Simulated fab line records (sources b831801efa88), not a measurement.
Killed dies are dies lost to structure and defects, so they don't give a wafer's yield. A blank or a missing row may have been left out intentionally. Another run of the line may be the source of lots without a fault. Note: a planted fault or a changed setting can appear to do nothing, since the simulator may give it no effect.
Which of the tools did it? ; flow sky130 ; 30 wafers from 10 lots sampled at 3 of the route's 708 steps

== WHAT THE GAUGES SHOWED, per wafer ==
SKY_VIA4_RS_MEAS_19: the measuring method here is four-point-probe.
lot;measured;on;VIA4_W_RS (ohm/sq)
L426;day 44 09:49;film-metro-01;0.2285 0.2255 0.2266
L427;day 44 17:13;film-metro-04;0.2297 0.2253 0.2277
L429;day 45 09:22;film-metro-04;0.2248 0.2244 0.2233
L430;day 45 16:20;film-metro-03;0.2273 0.2246 0.2247
L433;day 46 02:37;film-metro-03;0.2258 0.2292 0.2231
L441;day 48 04:32;film-metro-03;0.2242 0.3113 0.2250
L443;day 48 10:01;film-metro-01;0.3089 0.2243 0.2274
L444;day 48 16:38;film-metro-04;0.2297 0.2262 0.2288
L445;day 49 00:04;film-metro-01;0.2299 0.2298 0.2318
L446;day 49 02:23;film-metro-01;0.2268 0.2278 0.2278

== TOOL THAT RAN EACH LOT (tool first, then ch and the chambers of the sampled wafers, then the start) ==
lot;SKY_METAL2_DESCUM_17;SKY_VIA4_CVD_18
L426;rie-metal-01 ch 0,1, day 36 20:32;cvd-w-01 ch 0,1, day 44 09:40
L427;rie-metal-03 ch 0,1, day 37 04:25;cvd-w-01 ch 0,1, day 44 17:04
L429;rie-metal-03 ch 0,1, day 37 23:55;cvd-w-01 ch 0,1, day 45 09:13
L430;rie-metal-01 ch 0,1, day 38 08:19;cvd-w-01 ch 0,1, day 45 16:11
L433;rie-metal-03 ch 0, day 38 19:34;cvd-w-01 ch 0,1, day 46 02:28
L441;rie-metal-03 ch 0, day 41 08:00;cvd-w-01 ch 0,1, day 48 04:22
L443;rie-metal-03 ch 0, day 41 17:56;cvd-w-01 ch 0,1, day 48 09:52
L444;rie-metal-04 ch 0,1, day 41 23:08;cvd-w-02 ch 0,1, day 48 16:27
L445;rie-metal-03 ch 0,1, day 42 06:56;cvd-w-02 ch 0,1, day 48 23:53
L446;rie-metal-01 ch 0,1, day 42 11:37;cvd-w-02 ch 0,1, day 49 02:14
- SKY_METAL2_DESCUM_17: chemistry O2, time 8 s.
- SKY_VIA4_CVD_18: deposits W, target thk 505 nm, time 152.14 s.

== THE ANSWER, worked out from the rows above alone ==
Rule: the lots themselves supply what counts as usual. Put in order of their means at a reading, lots are off if they are a third of the lots or fewer, leave a main group of 4 or more, and stand apart from it by a gap of 3 or more times the standard deviation of the main group's means; of several such gaps the widest counts. A main group is skipped when, at the precision printed for the reading in the tables above, its means are all equal. A lot without any number at a reading at which 4 lots or more have one is off too. Where the step has rows for the other lots, those lots are counted as sound.
Off: L441, L443, at SKY_VIA4_RS_MEAS_19 (VIA4_W_RS). For the main group the mean is 0.2270 ohm/sq and the standard deviation 0.0018.
A tool fits if, at a process step before that reading, it ran every lot that is off, and no sound lot after the first of them. Those tools and the gauges at SKY_VIA4_RS_MEAS_19 are tried in the same way. One fits: SKY_VIA4_CVD_18 on cvd-w-01. Its last sound lot is L433 (day 46 02:28), its first lot that is off L441 (day 48 04:22): a fault that began between those two fits.

== WHAT HAD BEEN PUT IN BY THE SIMULATOR ==
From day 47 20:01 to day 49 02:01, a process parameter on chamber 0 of cvd-w-01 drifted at SKY_VIA4_CVD_18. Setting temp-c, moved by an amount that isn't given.
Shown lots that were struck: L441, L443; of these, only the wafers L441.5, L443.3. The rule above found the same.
